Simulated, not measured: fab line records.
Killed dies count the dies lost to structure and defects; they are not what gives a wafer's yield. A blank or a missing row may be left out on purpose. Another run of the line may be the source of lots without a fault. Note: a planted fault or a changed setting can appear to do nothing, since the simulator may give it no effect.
Which of the tools did it?    flow gf180mcu    Sampling: 6 lots, 18 wafers, 2 of 602 route steps

== WHAT EACH GAUGE READ, for each wafer ==
GF_DNWELL_TW_MEAS_09.
lot   measured     on            DNWELL_TW
L309  day 3 00:41  filmMetro-01  1369 1375 1382
L314  day 4 01:58  filmMetro-01  1369 1363 1367
L317  day 4 22:13  filmMetro-04  1363 1365 1368
L324  day 6 09:22  filmMetro-04  1466 1473 1473
L326  day 6 18:36  filmMetro-02  1456 1463 1458
L328  day 7 05:17  filmMetro-04  1353 1345 1343

== WHAT TOOL EACH LOT RAN ON (gives the tool, then ch and the chambers of the sampled wafers, and finally the start) ==
lot   GF_DNWELL_IMPLANT_07
L309  implanter-02 ch 0, day 3 00:26
L314  implanter-01 ch 0, day 4 01:44
L317  implanter-01 ch 0, day 4 21:59
L324  implanter-04 ch 0, day 6 09:08
L326  implanter-04 ch 0, day 6 18:23
L328  implanter-02 ch 0, day 7 05:04
- GF_DNWELL_IMPLANT_07

== THE ANSWER, worked out from the rows above alone ==
Rule: what is usual is taken from the lots themselves. Put in order of their means at a reading, lots are off if they are a third of the lots or fewer, leave a main group of 4 or more, and stand apart from it by a gap of 3 or more times the standard deviation of the main group's means; of several such gaps the widest counts. If all means in a main group match to the digits the tables above print for the reading, that group is not used. A lot without any number at a reading at which 4 lots or more have one is off too. All remaining lots with rows at the step are treated as sound.
Off: L324, L326, seen at GF_DNWELL_TW_MEAS_09 (DNWELL_TW). Mean 1364 and standard deviation 10 in the main group.
A tool fits if, at a process step before that reading, it ran every lot that is off, and no sound lot after the first of them. Those tools and the gauges at GF_DNWELL_TW_MEAS_09 are tried in the same way. One fits: implanter-04 at GF_DNWELL_IMPLANT_07. It ran no sound lot before its first lot that is off in this sample, so the start can't be narrowed down.

== WHAT THE SIMULATOR HAD PUT IN ==
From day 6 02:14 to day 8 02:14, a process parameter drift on implanter-04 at GF_DNWELL_IMPLANT_07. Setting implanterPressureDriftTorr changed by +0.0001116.
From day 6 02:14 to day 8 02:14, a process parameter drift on implanter-04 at GF_DNWELL_IMPLANT_07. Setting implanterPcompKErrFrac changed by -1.
Struck lots among those shown: L324, L326. The rule above reached the same finding.
